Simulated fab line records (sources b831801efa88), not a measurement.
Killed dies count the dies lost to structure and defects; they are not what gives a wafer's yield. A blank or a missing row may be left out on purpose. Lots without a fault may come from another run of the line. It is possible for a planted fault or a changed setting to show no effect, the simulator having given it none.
Which of the tools did it? | flow sfq line | 14 lots, 42 wafers sampled, at 1 step of a route of 325

== WHAT THE GAUGES READ, wafer by wafer ==
The record lacks any reading of a measuring or inspecting step that a usual standard deviation could be used to judge.

== WHICH TOOL RAN EACH LOT (tool, then ch and the chambers of the sampled wafers, then the start) ==
lot  | SFQ_TRILAYER_I4_DEP_PECVD_099
L635 | pecvd-04 ch 1,2, day 40 01:20
L637 | pecvd-03 ch 0,1,2, day 41 07:26
L638 | pecvd-01 ch 1,2, day 41 11:01
L639 | pecvd-03 ch 1,2, day 41 13:25
L640 | pecvd-04 ch 0,1,2, day 43 06:43
L641 | pecvd-01 ch 0,2, day 45 11:38
L643 | pecvd-03 ch 0,1,2, day 46 07:53
L647 | pecvd-04 ch 0,1, day 47 10:17
L648 | pecvd-04 ch 0,1, day 47 16:17
L652 | pecvd-03 ch 0,2, day 49 07:50
L655 | pecvd-01 ch 0,1, day 50 07:58
L656 | pecvd-01 ch 0,1, day 50 15:17
L657 | pecvd-04 ch 1,2, day 50 17:43
L658 | pecvd-01 ch 0,1,2, day 50 23:44
- SFQ_TRILAYER_I4_DEP_PECVD_099: deposits SiO2 from SiH4/N2O, time 111.11 s, target thk 500 nm.

== WHAT THE TOOLS THEMSELVES READ (means of the sampled wafers that have a number; where no wafer has one, the mark that the record gives instead) ==
SFQ_TRILAYER_I4_DEP_PECVD_099. Usual: heater power w 79 W, standard deviation 14; rf fwd power W 182.2 W, standard deviation 0.68; showerhead vpp V 817 V, standard deviation 25; throttle valve pct 24.4 %, standard deviation 1.2.
lot  | tool     | heater power w (W) | rf fwd power W (W) | showerhead vpp V (V) | throttle valve pct (%) | flag
L635 | pecvd-04 | 79                 | 182.4              | 817                  | 25.8                   |
L637 | pecvd-03 | 81                 | 181.8              | 840                  | 22.9                   |
L638 | pecvd-01 | 72                 | 182.0              | 789                  | 23.7                   |
L639 | pecvd-03 | 73                 | 181.6              | 823                  | 22.7                   |
L640 | pecvd-04 | 74                 | 182.4              | 827                  | 25.2                   |
L641 | pecvd-01 | 72                 | 182.7              | 783                  | 24.9                   |
L643 | pecvd-03 | 81                 | 182.3              | 832                  | 23.1                   |
L647 | pecvd-04 | 72                 | 201.7              | 876                  | 24.5                   | OFF
L648 | pecvd-04 | 78                 | 191.8              | 860                  | 24.1                   | OFF
L652 | pecvd-03 | 87                 | 182.3              | 853                  | 23.9                   |
L655 | pecvd-01 | 91                 | 181.7              | 793                  | 24.1                   |
L656 | pecvd-01 | 91                 | 182.9              | 795                  | 23.9                   |
L657 | pecvd-04 | 85                 | 182.6              | 829                  | 25.0                   |
L658 | pecvd-01 | 82                 | 182.5              | 790                  | 24.5                   |

== THE ANSWER, worked out from the rows above alone ==
Rule: a lot is off if the mean of its wafers that have a number lies more than 3 standard deviations from the usual mean. A lot without any number at a reading at which 4 lots or more have one is off too. The other lots that the step has rows for count as sound. First the gauges in route order, then the tools' own readings, where a lot's mean is used as printed above. The first step at which some lot is off is used, and at that step the reading that is off furthest; a lot without a number counts as furthest.
Off: L647, L648 (SFQ_TRILAYER_I4_DEP_PECVD_099, rf fwd power W).
If a tool, at that step or one of the process steps before it, ran each lot that is off and ran no sound lot following the first of them, it fits. No candidate that was tried fits.

== WHAT HAD BEEN PUT IN BY THE SIMULATOR ==
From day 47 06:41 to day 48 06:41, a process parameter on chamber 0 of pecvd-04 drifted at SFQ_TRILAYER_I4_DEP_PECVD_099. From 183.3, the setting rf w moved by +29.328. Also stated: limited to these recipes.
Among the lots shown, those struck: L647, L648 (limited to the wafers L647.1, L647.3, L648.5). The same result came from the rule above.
